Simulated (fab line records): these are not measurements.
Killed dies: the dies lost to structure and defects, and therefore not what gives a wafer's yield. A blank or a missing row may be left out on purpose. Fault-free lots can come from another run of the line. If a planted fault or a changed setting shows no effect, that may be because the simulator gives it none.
Code-filled problem report in 8D (eight disciplines) form :: flow sky130 :: the parts of the form that need people (team, actions taken, sign-off) are left out

## 1. WHAT WENT WRONG
Wafers without a fault read 799.4 C, standard deviation 1.1; spike tc upper C at SKY_SONOS_ONO_OXIDATION_00 reads a mean of 820.3 C on 9 wafers belonging to 3 lots. That is +19 standard deviations from the usual mean.
The step: stabilise 600 s, purge 300 s, target thk 2.6 nm.
Earliest sighting: wafer L945.3 on furnace-01 at day 14 09:31. At this step, 39 wafers from 13 lots have a number in the record. Rule for "out", or "out of limits": more than 4 standard deviations from the usual mean. Any other wafer with a number is counted as sound.

## 2. WHAT IT IS, WHAT IT ISN'T
question: which readings at this step
is: spike tc upper C, zone power centre pct, zone power top pct, zone power upper pct
is not: -

question: which lots
is: L945, L946, L947
is not: L938, L940, L942, L944, L955, L956, L957, L958, L959, L960

question: which wafers of those lots
is: all that have a number
is not: -

question: read on which tools
is: furnace-01
is not: furnace-02

question: when
is: from day 14 09:31
is not: up to then (12 sound wafers); but 18 sound wafers of L955, L956, L957, L958, L959, L960 came after

## 3. SUSPECTS, AND WHAT RULES EACH OUT
Counting: any tool at a process step up to the reading is kept as a suspect provided that every lot that is out went through it and no sound lot did after the first of them.
- furnace-01 at SKY_SONOS_ONO_OXIDATION_00 (stabilise 600 s, purge 300 s, target thk 2.6 nm): ruled out as a lasting fault. After its first lot that is out, L945 (day 14 09:31), sound lots L956, L957, L959 ran on it.
Left after counting: nothing in the record.

## 4. THE CAUSE (what the simulator had put in)
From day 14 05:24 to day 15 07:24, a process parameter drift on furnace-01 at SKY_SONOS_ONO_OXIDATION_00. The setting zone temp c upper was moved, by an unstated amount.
Counting ruled it out, wrongly.

## 5. THE EFFECT CHAIN, in route order
Each row: a reading whose mean over the struck wafers that have a number lies more than 3 standard deviations from the usual. Only readings whose record carries a usual standard deviation are examined. hours: median over the lots of the time between each lot's start at the first step of this table that gives one and its start at this step. sigmas: the change, counted in usual standard deviations.
hours: 0
step: SKY_SONOS_ONO_OXIDATION_00
reading: spike tc upper C
usual: 799.4 C
on struck wafers: 820.3
change: +20.9
sigmas: +19

hours: 0
step: SKY_SONOS_ONO_OXIDATION_00
reading: zone power centre pct
usual: 16.8 %
on struck wafers: 13.0
change: -3.8
sigmas: -4.6

hours: 0
step: SKY_SONOS_ONO_OXIDATION_00
reading: zone power top pct
usual: 26.70 %
on struck wafers: 23.06
change: -3.64
sigmas: -14

hours: 0
step: SKY_SONOS_ONO_OXIDATION_00
reading: zone power upper pct
usual: 14.7 %
on struck wafers: 22.6
change: +7.9
sigmas: +7.2
Its process steps:
- SKY_SONOS_ONO_OXIDATION_00: stabilise 600 s, purge 300 s, target thk 2.6 nm.
Later measuring or inspecting steps at which every struck wafer that the step has a row for has a number for every such reading, and none has moved that far: SKY_POLY_GATE_CD_MEAS_22, SKY_LDD_HVP_OVL_MEAS_07.

## 6. HOW IT WOULD HAVE BEEN CAUGHT EARLIER
In this record no reading fell out of limits until day 14 09:31, 4 hours after the fault had begun at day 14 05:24.
